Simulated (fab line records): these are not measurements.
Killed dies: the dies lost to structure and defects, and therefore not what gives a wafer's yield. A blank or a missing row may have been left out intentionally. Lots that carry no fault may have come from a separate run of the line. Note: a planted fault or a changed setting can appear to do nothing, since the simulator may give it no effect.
Which tool was responsible? ; flow sfq_line ; 14 lots with 42 wafers sampled at 4 steps, on a route of 325 steps

## WHAT THE GAUGES READ, wafer by wafer
SFQ_R5_RS_MEAS_933: the measuring method here is four-point-probe.
lot;measured;on;R5_MONX_RS (ohm/sq)
L481;day 61 09:14;film_metro-02;7.19 7.08 7.13
L484;day 61 19:28;film_metro-03;7.17 7.13 7.09
L485;day 61 22:32;film_metro-03;7.13 7.06 7.03
L487;day 62 14:45;film_metro-03;5.53 5.54 5.56
L488;day 63 02:45;film_metro-03;7.04 7.08 7.19
L489;day 63 11:11;film_metro-03;5.47 5.53 5.46
L490;day 68 07:23;film_metro-04;6.87 6.91 6.84
L494;day 69 00:07;film_metro-03;7.01 7.10 7.07
L495;day 69 01:19;film_metro-02;7.01 7.08 7.15
L496;day 69 03:44;film_metro-03;7.09 6.98 6.99
L497;day 73 08:21;film_metro-04;7.11 7.16 7.11
L499;day 73 14:33;film_metro-02;6.99 6.93 6.99
L501;day 74 07:14;film_metro-04;7.09 7.05 7.04
L502;day 74 10:12;film_metro-04;7.09 7.10 7.17

SFQ_R5_THK_MEAS_934: measures by xrf.
lot;measured;on;R5_MONX_THK (nm)
L481;day 61 09:22;film_metro-02;38.7 39.3 39.1
L484;day 61 19:35;film_metro-03;38.9 39.3 39.6
L485;day 61 22:37;film_metro-03;39.2 39.7 39.8
L487;day 62 14:52;film_metro-03;52.2 51.6 51.6
L488;day 63 02:52;film_metro-03;40.0 40.2 39.3
L489;day 63 11:17;film_metro-03;52.5 51.9 52.3
L490;day 68 07:29;film_metro-04;40.5 40.4 40.6
L494;day 69 00:14;film_metro-03;40.2 39.7 40.0
L495;day 69 01:26;film_metro-02;39.9 39.6 39.0
L496;day 69 03:50;film_metro-03;39.6 40.2 40.2
L497;day 73 08:28;film_metro-04;38.9 38.7 38.7
L499;day 73 14:40;film_metro-02;39.7 40.0 39.8
L501;day 74 07:20;film_metro-04;39.1 39.4 39.3
L502;day 74 10:19;film_metro-04;39.5 39.0 38.7

## EACH LOT AND THE TOOL THAT RAN IT (in order: tool; ch and the chambers of the sampled wafers; start)
lot;SFQ_TRILAYER_L0_VIA_BARC_OPEN_VIA_ETCH_021;SFQ_TRILAYER_R5_DEP_SPUTTER_133
L481;rie_diel-02 ch 0,2,3, day 6 22:19;pvd_sputter-04, day 61 09:10
L484;rie_diel-04 ch 0,2,3, day 7 04:19;pvd_sputter-04, day 61 19:24
L485;rie_diel-03 ch 0,2,3, day 7 06:43;pvd_sputter-05, day 61 22:24
L487;rie_diel-04 ch 1,2,3, day 7 12:40;pvd_sputter-05, day 62 14:41
L488;rie_diel-04 ch 0,1,2, day 7 15:04;pvd_sputter-04, day 63 02:41
L489;rie_diel-02 ch 1,2, day 7 16:16;pvd_sputter-05, day 63 11:05
L490;rie_diel-02 ch 0,1,2, day 7 19:52;pvd_sputter-05, day 68 07:17
L494;rie_diel-02 ch 0,3, day 8 05:36;pvd_sputter-03, day 69 00:02
L495;rie_diel-03 ch 0,2,3, day 8 17:01;pvd_sputter-04, day 69 01:14
L496;rie_diel-02 ch 1,2,3, day 8 18:13;pvd_sputter-05, day 69 03:38
L497;rie_diel-03 ch 1,2, day 8 21:49;pvd_sputter-05, day 73 08:17
L499;rie_diel-03 ch 0,1,3, day 14 17:12;pvd_sputter-03, day 73 14:27
L501;rie_diel-04 ch 0,1,3, day 15 13:22;pvd_sputter-04, day 74 07:07
L502;rie_diel-04 ch 2,3, day 15 21:46;pvd_sputter-05, day 74 10:07
- SFQ_TRILAYER_L0_VIA_BARC_OPEN_VIA_ETCH_021: etches BARC in O2, target depth 125 nm, time 41.7 s.
- SFQ_TRILAYER_R5_DEP_SPUTTER_133: material MoNx, target thk 40 nm, time 66.7 s.

## AS READ BY THE TOOLS THEMSELVES (means over the sampled wafers that have a number; for cases with no such wafer, the mark the record gives instead)
SFQ_TRILAYER_L0_VIA_BARC_OPEN_VIA_ETCH_021.
lot;tool;drypump_motor_current_A (A);oes_product_au (a.u.)
L481;rie_diel-02;5.6;0.683
L484;rie_diel-04;5.4;0.687
L485;rie_diel-03;5.7;0.683
L487;rie_diel-04;5.1;0.684
L488;rie_diel-04;5.6;0.681
L489;rie_diel-02;5.4;0.682
L490;rie_diel-02;5.5;0.682
L494;rie_diel-02;5.9;0.683
L495;rie_diel-03;5.7;0.684
L496;rie_diel-02;5.7;0.688
L497;rie_diel-03;5.6;0.689
L499;rie_diel-03;5.8;0.682
L501;rie_diel-04;5.7;0.679
L502;rie_diel-04;4.8;0.684

SFQ_TRILAYER_R5_DEP_SPUTTER_133.
lot;tool;cathode_dc_power_W (W);throttle_valve_pct (%)
L481;pvd_sputter-04;999.89;31.0
L484;pvd_sputter-04;1000.17;31.0
L485;pvd_sputter-05;999.84;29.5
L487;pvd_sputter-05;1293.57;30.5
L488;pvd_sputter-04;1000.12;31.4
L489;pvd_sputter-05;1293.33;29.3
L490;pvd_sputter-05;1000.00;29.4
L494;pvd_sputter-03;999.97;29.5
L495;pvd_sputter-04;1000.12;31.2
L496;pvd_sputter-05;999.97;28.9
L497;pvd_sputter-05;1000.03;29.4
L499;pvd_sputter-03;1000.03;29.9
L501;pvd_sputter-04;1000.05;31.3
L502;pvd_sputter-05;999.86;30.4

## THE ANSWER, worked out from the rows above alone
Rule: the usual values come from the lots themselves. The widest of any qualifying gaps counts: lots, ordered by their means at a reading, are off when they make up no more than a third of the lots, leave a main group of 4 or more, and stand apart from it by 3 or more times the standard deviation of that group's means. A main group is skipped when, at the precision printed for the reading in the tables above, its means are all equal. Also off: a lot with no number at a reading for which 4 or more lots have one. The other lots that the step has rows for count as sound. First the gauges in route order, then the tools' own readings, where a lot's mean is used as printed above. At the first step where some lot is off, the reading lying furthest off is the one used; lots without a number count as furthest.
Off: L487, L489, at SFQ_R5_RS_MEAS_933 (R5_MONX_RS). For the main group the mean is 7.06 ohm/sq and the standard deviation 0.074.
If a tool, at a process step before that reading, ran all the lots that are off and no sound lot after the first of them, it fits. Not tried: the gauges at SFQ_R5_RS_MEAS_933; whatever is off there is also off at SFQ_TRILAYER_R5_DEP_SPUTTER_133, on other tools, and gauge error can't account for it. Not one of the candidates tried fits.

## WHAT THE SIMULATOR PUT IN
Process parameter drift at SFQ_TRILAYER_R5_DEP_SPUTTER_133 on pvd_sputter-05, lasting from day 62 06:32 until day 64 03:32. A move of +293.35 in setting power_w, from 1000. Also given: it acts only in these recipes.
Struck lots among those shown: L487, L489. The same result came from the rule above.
